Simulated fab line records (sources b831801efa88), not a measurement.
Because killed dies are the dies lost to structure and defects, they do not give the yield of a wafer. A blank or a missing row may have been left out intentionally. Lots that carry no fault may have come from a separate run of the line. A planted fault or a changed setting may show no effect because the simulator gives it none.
Problem report, 8D (eight disciplines) form, completed by code || flow gf180mcu || the parts of the form that need people (team, actions taken, sign-off) are left out

## 1. PROBLEM STATEMENT
Mean HV_LDD_TW at GF_HV_LDD_TW_MEAS_11: 1927 over 6 wafers in 2 lots; fault-free wafers: 2432, standard deviation 9.6. Measured from the usual mean, that is -53 standard deviations.
First seen on wafer L843.1, day 13 07:20, on film-metro-03. Wafers with a number at this step in the record: 36, from 12 lots. Rule for "out", or "out of limits": more than 4 standard deviations from the usual mean. All remaining wafers that have a number are taken as sound.

## 2. WHAT IT IS, AND WHAT IT ISN'T
{"question": "which readings at this step", "is": "HV_LDD_TW", "is not": "-"}
{"question": "which lots", "is": "L843, L845", "is not": "L835, L836, L837, L838, L840, L842, L844, L849, L854, L855"}
{"question": "which wafers of those lots", "is": "all that have a number", "is not": "-"}
{"question": "read on which gauges", "is": "film-metro-01, film-metro-03", "is not": "film-metro-04"}
{"question": "when", "is": "from day 13 07:20", "is not": "up to then (18 sound wafers); but 12 sound wafers of L844, L849, L854, L855 came after"}

## 3. SUSPECTS, AND WHAT RULES EACH OUT
Counting: a tool stays on the suspect list if, at a process step up to the reading, it processed all lots that are out and no sound lot following the first of them.
- ruled out: the gauge at GF_HV_LDD_TW_MEAS_11. The wafers that are out were read on 2 gauges (film-metro-01, film-metro-03).
- rtp-anneal-01 at GF_VT_IMPLANT_RTA_45 (time 30 s): ruled out as a lasting fault. The sound lots L844, L849, L854 went through it after L843, its earliest lot that is out (day 10 15:05).
- implanter-02 at GF_HV_LDD_IMPLANT_09: kept. It ran every lot that is out, first L843 (day 13 07:05), and no sound lot after that; its last sound lot up to then is L842 (day 12 17:35). On those wafers its own readings are out: dose-ions-cm2, faraday-current-uA.
Left after counting: implanter-02 at GF_HV_LDD_IMPLANT_09.

## 4. THE CAUSE (what the simulator had put in)
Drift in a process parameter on implanter-02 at GF_HV_LDD_IMPLANT_09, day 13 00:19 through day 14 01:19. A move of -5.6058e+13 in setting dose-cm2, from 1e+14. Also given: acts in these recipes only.
The count eliminated every tool but this one.

## 5. THE CHAIN OF EFFECTS, in route order
One row per reading whose mean, taken over the struck wafers that have a number, lies over 3 standard deviations from the usual. Only readings whose record carries a usual standard deviation are examined. hours: median over the lots of the time between each lot's start at the first step of this table that gives one and its start at this step. sigmas: the change, counted in usual standard deviations.
{"hours": 0, "step": "GF_HV_LDD_IMPLANT_09", "reading": "dose-ions-cm2", "usual": 1e+14, "on struck wafers": 4e+13, "change": -6e+13, "sigmas": "-99 or more"}
{"hours": 0, "step": "GF_HV_LDD_IMPLANT_09", "reading": "faraday-current-uA", "usual": 563, "on struck wafers": 247, "change": -316, "sigmas": -29}
{"hours": 0, "step": "GF_HV_LDD_TW_MEAS_11", "reading": "HV_LDD_TW", "usual": 2432, "on struck wafers": 1927, "change": -505, "sigmas": -53}
{"hours": 66, "step": "GF_HV_LDD_RS_MEAS_53", "reading": "HV_LDD_RS", "usual": "418.4 ohm/sq", "on struck wafers": 566.6, "change": "+148.2", "sigmas": "+99 or more"}
Here are the process steps it includes:
- GF_HV_LDD_IMPLANT_09

## 6. WHAT WOULD HAVE CAUGHT IT SOONER
Counted from the fault's start at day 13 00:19, it took 7 hours until the first out-of-limits reading at a measuring or inspecting step in this record, taken at day 13 07:20.
At GF_HV_LDD_IMPLANT_09, the tool's own readings (dose-ions-cm2, faraday-current-uA) were out on each struck wafer the step has a row for, so an alarm limit on them would have fired on the first such wafer.
Of the lots that are out (2), L845 began GF_HV_LDD_IMPLANT_09 on implanter-02 after day 13 07:20. Putting the tool on hold at that point would have spared it.
